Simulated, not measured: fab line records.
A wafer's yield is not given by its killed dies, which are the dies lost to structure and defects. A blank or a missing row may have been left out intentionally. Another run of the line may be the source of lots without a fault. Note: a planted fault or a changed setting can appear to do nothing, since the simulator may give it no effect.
Code-filled problem report in 8D (eight disciplines) form :: flow sky130 :: the parts of the form that need people (team, actions taken, sign-off) are left out

1. THE ISSUE
SKY_PAD_OPEN_PROBE_99, killed-at-front-end: mean 48 on 3 wafers (1 lot); fault-free wafers 15, standard deviation 4. Relative to the usual mean, that is a shift of +8.3 standard deviations.
The first sign was on wafer L960.3 at day 49 15:04, on prober-01. The record holds 3 wafers of 1 lot with a number at this step. The rule behind "out" and "out of limits": a value lying over 4 standard deviations away from the usual mean. Any other wafer with a number is counted as sound.

2. WHAT IT IS, AND WHAT IT ISN'T
question: which readings at this step
is: killed-at-front-end
is not: killed_at_M0_to_M3, killed_at_M4_up, killed-at-contacts, killed-at-other, killed-open, killed-short

question: which lots
is: L960
is not: -

question: which wafers of those lots
is: all that have a number
is not: -

question: read on which tools
is: prober-01
is not: -

question: when
is: from day 49 15:04
is not: up to then (0 sound wafers)

3. WHAT RULES OUT EACH SUSPECT
Counting: any tool at a process step up to the reading is kept as a suspect provided that every lot that is out went through it and no sound lot did after the first of them.
- lpcvd-03 at SKY_SONOS_ONO_CVD_04 (deposits SiO2 from SiH4/N2O, target thk 5.7199 nm): kept. It ran the lot that is out, L960 (day 16 16:52), and no sound lot after that.
- rie-diel-02 at SKY_VIA3_ETCH_14 (etches BARC in N2/H2, stops on SiO2, time 45.9 s, target depth 60 nm): kept. It ran the lot that is out, L960 (day 44 04:32), and no sound lot after that.
- plasma-asher-04 at SKY_CAP2M_STRIP_14 (strips in O2/N2): kept. It ran the lot that is out, L960 (day 45 04:47), and no sound lot after that.
- plasma-asher-04 at SKY_PASSIVATION_STRIP_12 (strips in O2/N2): kept. It ran the lot that is out, L960 (day 48 19:22), and no sound lot after that.
- prober-01 at SKY_PAD_OPEN_PROBE_99: kept. It ran the lot that is out, L960 (day 49 15:04), and no sound lot after that. Its own killed-at-front-end readings are out on those wafers.
Left after counting: lpcvd-03 at SKY_SONOS_ONO_CVD_04, rie-diel-02 at SKY_VIA3_ETCH_14, plasma-asher-04 at SKY_CAP2M_STRIP_14, plasma-asher-04 at SKY_PASSIVATION_STRIP_12, prober-01 at SKY_PAD_OPEN_PROBE_99.

4. THE CAUSE (what the simulator had put in)
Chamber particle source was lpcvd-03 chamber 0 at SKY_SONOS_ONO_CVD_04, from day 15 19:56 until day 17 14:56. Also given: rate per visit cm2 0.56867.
This tool is one of the 5 suspects left after counting.

5. THE CHAIN OF EFFECTS, in route order
Rows list readings where the struck wafers' mean (over those with a number) sits beyond 3 standard deviations from the usual. Scope: only readings with a usual standard deviation given in the record; hours: median across lots of the time from each lot's start at the first step in this table that gives one to its start at this step; sigmas: change in usual standard deviations.
hours: 0
step: SKY_PAD_OPEN_PROBE_99
reading: killed-at-front-end
usual: 15
on struck wafers: 48
change: +33
sigmas: +8.3
The process steps in it:
- SKY_PAD_OPEN_PROBE_99

6. HOW IT WOULD HAVE BEEN CAUGHT EARLIER
The fault began at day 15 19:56; the first out-of-limits reading in this record came at day 49 15:04, 811 hours later.
Of the tool readings at SKY_SONOS_ONO_CVD_04 for which the record gives a usual standard deviation, none was out on any struck wafer, so an alarm limit of 4 standard deviations on them would not have fired.
Each of the lots that are out, 1 in all, had begun SKY_SONOS_ONO_CVD_04 on lpcvd-03 no later than day 49 15:04. Tool hold at that time: it would have spared none of them.
